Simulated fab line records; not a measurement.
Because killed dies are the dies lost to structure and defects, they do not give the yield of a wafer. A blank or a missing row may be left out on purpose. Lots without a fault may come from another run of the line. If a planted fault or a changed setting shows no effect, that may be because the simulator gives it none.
What tool caused it?    flow gf180mcu    9 lots, 27 wafers sampled, at 4 steps of a route of 602

WHAT THE GAUGES SHOWED, per wafer
GF_NWELL_TW_MEAS_11. Usual: NWELL_TW typically reads 1559, with standard deviation 11.
lot   measured     on            NWELL_TW        flag
L967  day 3 09:32  filmMetro-04  1536 1535 1540  
L968  day 3 13:13  filmMetro-01  1573 1563 1575  
L969  day 3 17:38  filmMetro-01  1564 1563 1567  
L970  day 3 23:30  filmMetro-03  1564 1554 1559  
L973  day 4 15:11  filmMetro-01  1563 1557 1557  
L975  day 5 03:59  filmMetro-03  1569 1571 1575  
L977  day 5 13:37  filmMetro-01  1566 1570 1573  
L978  day 5 20:59  filmMetro-04  1534 1528 1538  
L979  day 6 02:01  filmMetro-03  1557 1564 1557  

GF_MVSD_TW_MEAS_11. Usual: MVSD_TW typically reads 1563, with standard deviation 11.
lot   measured     on            MVSD_TW         flag
L967  day 4 11:44  filmMetro-03  1561 1552 1559  
L968  day 4 15:40  filmMetro-01  1559 1552 1559  
L969  day 4 21:00  filmMetro-04  1543 1551 1537  
L970  day 5 03:03  filmMetro-01  1557 1556 1566  
L973  day 5 20:11  filmMetro-03  1565 1566 1578  
L975  day 6 09:32  filmMetro-01  1572 1567 1572  
L977  day 6 20:36  filmMetro-03  1678 1670 1675  OFF
L978  day 7 03:53  filmMetro-03  1679 1699 1678  OFF
L979  day 7 09:57  filmMetro-03  1687 1681 1686  OFF

GF_VT_IMPLANT_RS_MEAS_46: measures by four-point-probe. Usual: MVSD_RS typically reads 456.8 ohm/sq, with standard deviation 1.2.
lot   measured      on            MVSD_RS (ohm/sq)   flag
L967  day 7 14:56   filmMetro-03  457.2 457.5 458.2  
L968  day 7 19:28   filmMetro-04  456.4 458.4 457.7  
L969  day 8 02:28   filmMetro-04  458.7 457.9 458.3  
L970  day 8 08:09   filmMetro-03  458.8 458.2 458.4  
L973  day 9 03:25   filmMetro-01  457.3 456.9 455.6  
L975  day 9 18:52   filmMetro-04  457.3 456.7 457.5  
L977  day 10 07:52  filmMetro-01  476.5 475.7 477.2  OFF
L978  day 10 16:22  filmMetro-04  478.4 478.6 478.6  OFF
L979  day 10 23:31  filmMetro-04  477.5 476.4 476.3  OFF

WHICH TOOL RAN EACH LOT (tool, then ch and the chambers of the sampled wafers, then the start)
lot   GF_MVSD_IMPLANT_09
L967  implanter-04 ch 0, day 4 11:29
L968  implanter-04 ch 0, day 4 15:26
L969  implanter-04 ch 0, day 4 20:46
L970  implanter-03 ch 0, day 5 02:49
L973  implanter-03 ch 0, day 5 19:56
L975  implanter-02 ch 0, day 6 09:17
L977  implanter-03 ch 0, day 6 20:16
L978  implanter-04 ch 0, day 7 03:38
L979  implanter-02 ch 0, day 7 09:44
- GF_MVSD_IMPLANT_09

AS READ BY THE TOOLS THEMSELVES (means over the sampled wafers that have a number; for cases with no such wafer, the mark the record gives instead)
GF_MVSD_IMPLANT_09. Usual: doseIonsCm2 4.999e+12, standard deviation 5e+09.
lot   tool          doseIonsCm2  flag
L967  implanter-04  5.004e+12    
L968  implanter-04  5.004e+12    
L969  implanter-04  4.997e+12    
L970  implanter-03  4.997e+12    
L973  implanter-03  4.996e+12    
L975  implanter-02  5.000e+12    
L977  implanter-03  5.001e+12    
L978  implanter-04  4.999e+12    
L979  implanter-02  4.998e+12    

THE ANSWER, worked out from the rows above alone
Rule: lot off if the mean of its wafers having a number is beyond 3 standard deviations from the usual mean. Also off: a lot with no number at a reading for which 4 or more lots have one. The other lots that the step has rows for count as sound. First the gauges in route order, then the tools' own readings, where a lot's mean is used as printed above. The first step at which some lot is off is used, and at that step the reading that is off furthest; a lot without a number counts as furthest.
Off: L977, L978, L979, at GF_MVSD_TW_MEAS_11 (MVSD_TW).
If a tool, at a process step before that reading, ran all the lots that are off and no sound lot after the first of them, it fits. Not tried: the gauges at GF_MVSD_TW_MEAS_11; whatever is off there is also off at GF_VT_IMPLANT_RS_MEAS_46, on other tools, and gauge error can't account for it. Not one of the candidates tried fits.

WHAT HAD BEEN PUT IN BY THE SIMULATOR
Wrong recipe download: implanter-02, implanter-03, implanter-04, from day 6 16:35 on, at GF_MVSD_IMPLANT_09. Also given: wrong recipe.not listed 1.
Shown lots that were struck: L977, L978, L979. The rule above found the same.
